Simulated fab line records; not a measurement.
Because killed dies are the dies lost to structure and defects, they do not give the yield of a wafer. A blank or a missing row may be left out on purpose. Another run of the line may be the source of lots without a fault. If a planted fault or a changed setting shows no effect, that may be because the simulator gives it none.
Which tool is to blame? + flow sky130 + 38 wafers sampled from 13 lots at 1 step of a route of 708

WHAT THE GAUGES SHOWED, per wafer
SKY_CAP2M_OVL_MEAS_12.
| lot  | measured     | on         | CAP2M_OVL (nm) |
|------|--------------|------------|----------------|
| L179 | day 40 05:18 | overlay-01 | -1.0 -0.4 0.7  |
| L183 | day 41 20:48 | overlay-02 | 0.1 1.0 0.1    |
| L182 | day 42 01:24 | overlay-01 | 1.0 0.4 -0.6   |
| L184 | day 42 18:59 | overlay-01 | -0.5 -2.2 1.5  |
| L185 | day 43 09:48 | overlay-02 | -0.2 0.4 1.6   |
| L189 | day 43 16:25 | overlay-01 | 2.3 0.6 2.5    |
| L192 | day 45 02:26 | overlay-02 | -1.5 -2.5 0.9  |
| L190 | day 45 06:25 | overlay-01 | 1.9 2.7        |
| L194 | day 45 10:53 | overlay-01 | 1.5 1.9 1.5    |
| L198 | day 46 00:26 | overlay-02 | -1.2 -0.4 -0.4 |
| L199 | day 46 10:27 | overlay-02 | 0.4 -3.4 -1.9  |
| L201 | day 46 14:33 | overlay-01 | -0.9 -0.1 1.2  |
| L202 | day 47 02:34 | overlay-02 | -1.3 -2.5 -1.0 |

WHAT TOOL EACH LOT RAN ON (gives the tool, then ch and the chambers of the sampled wafers, and finally the start)
Before these readings, the record contains no process step.

AS READ BY THE TOOLS THEMSELVES (means over the sampled wafers that have a number; for cases with no such wafer, the mark the record gives instead)
The record holds no such reading with a usual standard deviation.

THE ANSWER, worked out from the rows above alone
Rule: usual is defined by the lots themselves. Put in order of their means at a reading, lots are off if they are a third of the lots or fewer, leave a main group of 4 or more, and stand apart from it by a gap of 3 or more times the standard deviation of the main group's means; of several such gaps the widest counts. A main group whose means are all the same, to the digits that the tables above print for the reading, isn't used. A lot without any number at a reading at which 4 lots or more have one is off too. All remaining lots with rows at the step are treated as sound. The gauges are gone through in route order, then the tools' own readings, and for those a lot's mean is taken as printed above. At the first step where some lot is off, the reading lying furthest off is the one used; lots without a number count as furthest.
Nothing can be told from this: no lot is off at any reading shown.

WHAT THE SIMULATOR HAD PUT IN
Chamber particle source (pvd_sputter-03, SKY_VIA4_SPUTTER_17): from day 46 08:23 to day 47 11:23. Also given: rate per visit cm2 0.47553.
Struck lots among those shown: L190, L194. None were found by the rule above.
